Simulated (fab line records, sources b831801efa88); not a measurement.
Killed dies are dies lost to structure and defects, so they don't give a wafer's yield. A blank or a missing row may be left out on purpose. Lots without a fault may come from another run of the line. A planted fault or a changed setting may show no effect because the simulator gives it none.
Which tool did it? | flow gf180mcu | 7 lots, 21 wafers sampled, at 1 step of a route of 602

WHAT THE GAUGES READ, wafer by wafer
GF_MIM_THK_MEAS_11: measures by xrf.
lot  | measured     | on            | MIM_ALCU_THK (nm)
L566 | day 25 07:07 | film_metro-04 | 199 206 202
L570 | day 26 21:01 | film_metro-02 | 190 194 194
L576 | day 28 18:01 | film_metro-02 | 194 191 194
L579 | day 29 08:20 | film_metro-02 | 197 200 197
L580 | day 29 15:19 | film_metro-04 | 198 198 198
L585 | day 30 21:34 | film_metro-02 | 194 195 194
L587 | day 31 07:19 | film_metro-02 | 193 192 193

WHICH TOOL RAN EACH LOT (tool, then ch and the chambers of the sampled wafers, then the start)
The record holds no process step before these readings.

THE ANSWER, worked out from the rows above alone
Rule: what is usual is taken from the lots themselves. Put in order of their means at a reading, lots are off if they are a third of the lots or fewer, leave a main group of 4 or more, and stand apart from it by a gap of 3 or more times the standard deviation of the main group's means; of several such gaps the widest counts. A main group whose means are all the same, to the digits that the tables above print for the reading, isn't used. A lot without any number at a reading at which 4 lots or more have one is off too. The other lots that the step has rows for count as sound.
No lot is off at any reading shown: from this, nothing can be told.

WHAT THE SIMULATOR HAD PUT IN
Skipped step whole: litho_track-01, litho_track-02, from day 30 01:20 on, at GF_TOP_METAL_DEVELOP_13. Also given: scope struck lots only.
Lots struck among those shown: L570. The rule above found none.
